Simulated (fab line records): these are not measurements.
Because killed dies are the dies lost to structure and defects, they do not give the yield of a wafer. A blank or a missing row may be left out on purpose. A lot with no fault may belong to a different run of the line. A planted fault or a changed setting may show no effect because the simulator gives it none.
Which tool did it? ; flow sky130 ; 10 lots, 30 wafers sampled, at 6 steps of a route of 708

WHAT THE GAUGES READ, wafer by wafer
No reading from a measuring or inspecting step in the record can be judged against a usual standard deviation.

TOOL THAT RAN EACH LOT (tool first, then ch and the chambers of the sampled wafers, then the start)
lot;SKY_METAL1_METAL_ETCH_19;SKY_VIA1_ETCH_14;SKY_VIA1_STRIP_16;SKY_METAL2_SPUTTER_00;SKY_METAL2_SPUTTER_01;SKY_PAD_OPEN_PROBE_99
L213;rieMetal-02 ch 0,1, day 33 01:28;rieDiel-03 ch 0,1,2, day 34 05:36;plasmaAsher-01 ch 0,1, day 34 05:41;pvdSputter-02, day 34 06:56;pvdSputter-02, day 34 06:58;-
L215;rieMetal-01 ch 0,1, day 33 22:22;rieDiel-01 ch 0,1,3, day 35 02:03;plasmaAsher-03 ch 0,1, day 35 02:08;pvdSputter-01, day 35 03:23;pvdSputter-01, day 35 03:24;prober-01, day 46 18:11
L216;rieMetal-04 ch 0,1, day 34 07:37;rieDiel-03 ch 1,2,3, day 35 11:03;plasmaAsher-03 ch 0,1, day 35 11:08;pvdSputter-03, day 35 12:22;pvdSputter-03, day 35 12:23;prober-02, day 47 01:24
L218;rieMetal-01 ch 0,1, day 35 04:10;rieDiel-01 ch 0,2, day 36 07:54;plasmaAsher-01 ch 0,1, day 36 07:59;pvdSputter-03, day 36 09:16;pvdSputter-03, day 36 09:17;prober-02, day 47 16:20
L222;rieMetal-02 ch 0,1, day 36 11:32;rieDiel-01 ch 0,2, day 37 14:48;plasmaAsher-04 ch 0,1, day 37 14:53;pvdSputter-01, day 37 16:09;pvdSputter-01, day 37 16:10;prober-02, day 48 15:08
L229;rieMetal-01 ch 0, day 38 12:40;rieDiel-03 ch 1,2,3, day 39 15:17;plasmaAsher-01 ch 0,1, day 39 15:22;pvdSputter-01, day 39 16:35;pvdSputter-01, day 39 16:37;-
L228;rieMetal-04 ch 0,1, day 38 13:52;rieDiel-01 ch 0,1,2, day 39 15:56;plasmaAsher-04 ch 0,1, day 39 16:03;pvdSputter-02, day 39 17:14;pvdSputter-02, day 39 17:16;prober-01, day 50 03:36
L226;rieMetal-01 ch 0,1, day 38 16:50;rieDiel-01 ch 0,1,3, day 39 18:29;plasmaAsher-01 ch 0, day 39 18:34;pvdSputter-01, day 39 19:47;pvdSputter-01, day 39 19:49;prober-02, day 50 02:26
L232;rieMetal-02 ch 0,1, day 39 04:15;rieDiel-03 ch 1,2, day 40 06:03;plasmaAsher-03 ch 0,1, day 40 06:10;pvdSputter-01, day 40 07:51;pvdSputter-01, day 40 07:53;prober-02, day 50 13:27
L233;rieMetal-01 ch 0,1, day 39 08:46;rieDiel-03 ch 0,2,3, day 40 10:27;plasmaAsher-01 ch 0,1, day 40 10:34;pvdSputter-02, day 40 11:53;pvdSputter-02, day 40 11:55;prober-01, day 50 15:40
- SKY_METAL1_METAL_ETCH_19: etches the open film in Cl2/BCl3, stops on SiO2, target depth 360 nm, time 78 s.
- SKY_VIA1_ETCH_14: etches BARC in N2/H2, stops on SiO2, time 45.9 s, target depth 60 nm.
- SKY_VIA1_STRIP_16: strips in O2/N2.
- SKY_METAL2_SPUTTER_00: material Ti, target thk 15 nm, time 10 s.
- SKY_METAL2_SPUTTER_01: material TiN, target thk 20 nm, time 16.7 s.
- SKY_PAD_OPEN_PROBE_99

AS READ BY THE TOOLS THEMSELVES (means over the sampled wafers that have a number; for cases with no such wafer, the mark the record gives instead)
SKY_METAL1_METAL_ETCH_19.
lot;tool;biasW (W);drypumpMotorCurrentA (A);mfcCl2Sccm (sccm);oesProductAu (a.u.);rfFwdPowerW (W);throttleValvePct (%)
L213;rieMetal-02;48.34;5.4;59.89;0.849;892;22.263
L215;rieMetal-01;48.48;5.6;59.84;0.859;894;22.263
L216;rieMetal-04;48.51;6.0;60.20;0.857;891;22.257
L218;rieMetal-01;48.51;6.0;59.99;0.859;894;22.262
L222;rieMetal-02;48.43;5.1;60.06;0.856;894;22.269
L229;rieMetal-01;48.35;6.4;60.18;0.855;893;22.267
L228;rieMetal-04;48.52;6.0;60.07;0.860;894;22.260
L226;rieMetal-01;48.42;6.0;59.79;0.859;893;22.256
L232;rieMetal-02;48.50;5.1;59.92;0.865;895;22.275
L233;rieMetal-01;48.47;5.6;60.11;0.856;894;22.261

SKY_VIA1_ETCH_14.
lot;tool;biasW (W);drypumpMotorCurrentA (A);oesProductAu (a.u.);rfFwdPowerW (W);throttleValvePct (%)
L213;rieDiel-03;100.05;5.5;0.855;496.3;13.225
L215;rieDiel-01;100.12;5.5;0.849;495.2;13.218
L216;rieDiel-03;99.83;5.3;0.848;495.0;13.218
L218;rieDiel-01;99.82;6.0;0.856;497.6;13.227
L222;rieDiel-01;99.97;5.8;0.855;496.1;13.224
L229;rieDiel-03;100.14;5.3;0.855;494.7;13.227
L228;rieDiel-01;99.80;5.9;0.855;575.9;13.229
L226;rieDiel-01;100.03;5.5;0.853;573.8;13.222
L232;rieDiel-03;99.82;5.2;0.852;492.0;13.226
L233;rieDiel-03;100.06;5.5;0.857;495.2;13.222

SKY_VIA1_STRIP_16.
lot;tool;drypumpMotorCurrentA (A);oesProductAu (a.u.);stripTimeToEndpointS (s)
L213;plasmaAsher-01;5.7;0.415;4.465
L215;plasmaAsher-03;6.2;0.413;4.475
L216;plasmaAsher-03;6.2;0.418;4.454
L218;plasmaAsher-01;5.9;0.415;4.450
L222;plasmaAsher-04;6.0;0.412;4.457
L229;plasmaAsher-01;5.9;0.410;4.449
L228;plasmaAsher-04;6.0;0.415;4.407
L226;plasmaAsher-01;5.4;0.410;4.387
L232;plasmaAsher-03;6.2;0.417;4.435
L233;plasmaAsher-01;5.7;0.413;4.469

SKY_METAL2_SPUTTER_00.
lot;tool;chamberPressurePa (Pa);throttleValvePct (%)
L213;pvdSputter-02;0.3997;30.4
L215;pvdSputter-01;0.4002;30.8
L216;pvdSputter-03;0.4002;30.7
L218;pvdSputter-03;0.3997;30.6
L222;pvdSputter-01;0.3998;30.3
L229;pvdSputter-01;0.4000;30.6
L228;pvdSputter-02;0.4005;30.4
L226;pvdSputter-01;0.4000;31.1
L232;pvdSputter-01;0.4002;30.9
L233;pvdSputter-02;0.3998;30.1

SKY_METAL2_SPUTTER_01.
lot;tool;chamberPressurePa (Pa);throttleValvePct (%)
L213;pvdSputter-02;0.4001;30.5
L215;pvdSputter-01;0.3997;30.6
L216;pvdSputter-03;0.3993;30.6
L218;pvdSputter-03;0.3992;30.7
L222;pvdSputter-01;0.4012;30.2
L229;pvdSputter-01;0.4000;30.5
L228;pvdSputter-02;0.4006;30.4
L226;pvdSputter-01;0.3997;30.9
L232;pvdSputter-01;0.4003;30.8
L233;pvdSputter-02;0.3999;30.2

SKY_PAD_OPEN_PROBE_99.
lot;tool;defectLimitedYield (%);killed_at_M0_to_M3;killed_at_M4_up;killedAtContacts;killedAtFrontEnd;killedAtOther;killedDies;killedOnRim;killedOpen;killedShort;sort_bin_3_pad_short (%);sort_bin_5_function (%);sort_bin_6_memory (%);sortNPass;sortYieldPct (%)
L215;prober-01;80.2;43;4.3;35;14;0.0;97;16;47;50;0.8;12.3;6.7;395;80.2
L216;prober-02;82.3;43;3.7;28;12;0.0;87;17;49;38;0.7;10.8;6.2;405;82.3
L218;prober-02;82.2;47;1.3;27;12;0.3;88;17;48;39;1.1;10.2;6.5;404;82.2
L222;prober-02;84.0;39;2.3;24;13;0.0;79;12;43;36;0.8;10.2;5.1;413;84.0
L228;prober-01;83.5;38;4.0;25;13;1.0;81;12;45;36;0.6;10.2;5.7;411;83.5
L226;prober-02;81.7;39;5.0;28;18;0.0;90;21;44;46;0.8;10.8;6.7;402;81.7
L232;prober-02;82.9;43;4.0;23;13;0.0;84;16;47;37;0.9;9.9;6.2;408;82.9
L233;prober-01;81.8;42;4.3;29;13;0.3;89;18;51;39;0.7;9.6;7.9;403;81.8

THE ANSWER, worked out from the rows above alone
Rule: usual is defined by the lots themselves. The widest of any qualifying gaps counts: lots, ordered by their means at a reading, are off when they make up no more than a third of the lots, leave a main group of 4 or more, and stand apart from it by 3 or more times the standard deviation of that group's means. Not used: any main group whose means are identical at the precision the tables above print for the reading. A lot without any number at a reading at which 4 lots or more have one is off too. Any other lot the step has rows for is counted as sound. Order of review: gauges by route order, followed by the tools' own readings, for which a lot's mean as printed above is used. The first step at which some lot is off is used, and at that step the reading that is off furthest; a lot without a number counts as furthest.
Off: L228, L226 (SKY_VIA1_ETCH_14, rfFwdPowerW). The main group has a mean of 495.3 W with a standard deviation of 1.5.
If a tool, at that step or one of the process steps before it, ran each lot that is off and ran no sound lot following the first of them, it fits. One candidate fits, namely rieDiel-01 at SKY_VIA1_ETCH_14. A fault onset in the window from L222 (day 37 14:48, its last sound lot) to L228 (day 39 15:56, its first lot off) fits.
On the lots that are off, the tool's own readings at SKY_VIA1_ETCH_14 differ by more than 5 times the standard deviation of the sound lots' means, which bears it out; rfFwdPowerW reads 574.8 W there versus 495.3 W on the sound lots.

WHAT THE SIMULATOR PUT IN
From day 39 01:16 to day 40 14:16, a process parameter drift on rieDiel-01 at SKY_VIA1_ETCH_14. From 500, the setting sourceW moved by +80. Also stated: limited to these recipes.
Shown lots that were struck: L228, L226. The rule above found the same.
